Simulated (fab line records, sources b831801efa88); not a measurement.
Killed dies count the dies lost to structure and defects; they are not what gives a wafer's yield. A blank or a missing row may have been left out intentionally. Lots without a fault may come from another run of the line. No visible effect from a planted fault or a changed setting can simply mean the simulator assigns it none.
Commonality check across tools	flow sky130	12 lots and 36 wafers in the sample

== REASON IT WAS OPENED ==
SKY_VT_ADJUST_NCORE_TW_MEAS_11, reading VT_ADJUST_NCORE_TW: flagged on 3 of 12 lots. Fault-free wafers read 221.6, with a standard deviation of 0.98.
Rule: a lot is flagged when every wafer of it that has a number lies more than 4 standard deviations from that mean, or none has a number. The rest of the lots are taken to be sound.

lot	measured	on	VT_ADJUST_NCORE_TW, wafer by wafer	flag
L471	day 8 21:37	film-metro-01	219.6 221.6 220.3	
L472	day 10 00:28	film-metro-01	221.4 221.4 222.7	
L473	day 10 01:21	film-metro-01	220.6 219.8 221.3	
L474	day 10 17:46	film-metro-04	222.3 223.7 223.4	
L477	day 10 22:02	film-metro-01	220.9 221.1 221.8	
L482	day 12 05:57	film-metro-03	213.9 214.0 214.2	FLAGGED
L483	day 12 14:50	film-metro-01	211.9 213.3 212.9	FLAGGED
L486	day 13 04:05	film-metro-03	212.6 212.5 211.9	FLAGGED
L488	day 14 16:31	film-metro-01	223.5 221.9 222.8	
L490	day 15 02:40	film-metro-03	223.0 222.2 221.3	
L492	day 15 04:25	film-metro-04	220.6 221.2 221.6	
L493	day 15 14:44	film-metro-01	222.1 221.8 220.8	
On average the flagged lots' numbers are 213.0, which is -8.6 against the usual, or -9 standard deviations.

== TOOL THAT RAN EACH LOT ==
The record holds 1 process step before the reading, out of a route of 708 steps. Cell contents, in order: the tool; ch with the chambers the sampled wafers went through; the start.
lot	flag	SKY_VT_ADJUST_NCORE_IMPLANT_09
L471		implanter-02 ch 0, day 8 21:23
L472		implanter-01 ch 0, day 10 00:13
L473		implanter-02 ch 0, day 10 01:06
L474		implanter-03 ch 0, day 10 17:33
L477		implanter-02 ch 0, day 10 21:47
L482	FLAGGED	implanter-01 ch 0, day 12 05:43
L483	FLAGGED	implanter-01 ch 0, day 12 14:35
L486	FLAGGED	implanter-01 ch 0, day 13 03:53
L488		implanter-03 ch 0, day 14 16:18
L490		implanter-03 ch 0, day 15 02:25
L492		implanter-02 ch 0, day 15 04:12
L493		implanter-01 ch 0, day 15 14:31
What is done by these steps:
- SKY_VT_ADJUST_NCORE_IMPLANT_09
- SKY_VT_ADJUST_NCORE_TW_MEAS_11

== FLAGGED AGAINST TOTAL, ONE TOOL AT A TIME (gauges that did the reading follow at the end) ==
step	tool	lots run	flagged	share of the flagged lots	sound lots run after its first flagged lot
SKY_VT_ADJUST_NCORE_IMPLANT_09	implanter-01	5	3	all	1 (L493)
SKY_VT_ADJUST_NCORE_IMPLANT_09	implanter-02	4	0	none	-
SKY_VT_ADJUST_NCORE_IMPLANT_09	implanter-03	3	0	none	-
SKY_VT_ADJUST_NCORE_TW_MEAS_11	film-metro-01	7	1	some	2 (L488,L493)
SKY_VT_ADJUST_NCORE_TW_MEAS_11	film-metro-03	3	2	some	1 (L490)
SKY_VT_ADJUST_NCORE_TW_MEAS_11	film-metro-04	2	0	none	-

== WHAT THE TABLE PERMITS ==
Rows of the table that ran each flagged lot: 1, that is implanter-01 at SKY_VT_ADJUST_NCORE_IMPLANT_09.
- implanter-01 at SKY_VT_ADJUST_NCORE_IMPLANT_09: 3 of its 5 lots flagged. Sound lots followed the first flagged one (L493) on it, something a lasting fault affecting the whole tool could not allow. Its own readings lie more than 4 standard deviations out on every wafer of the flagged lots: dose-ions-cm2, faraday-current-uA.
There is no row in the table that ran each flagged lot and no sound lot after the first.

== WHAT THE SIMULATOR HAD PUT IN ==
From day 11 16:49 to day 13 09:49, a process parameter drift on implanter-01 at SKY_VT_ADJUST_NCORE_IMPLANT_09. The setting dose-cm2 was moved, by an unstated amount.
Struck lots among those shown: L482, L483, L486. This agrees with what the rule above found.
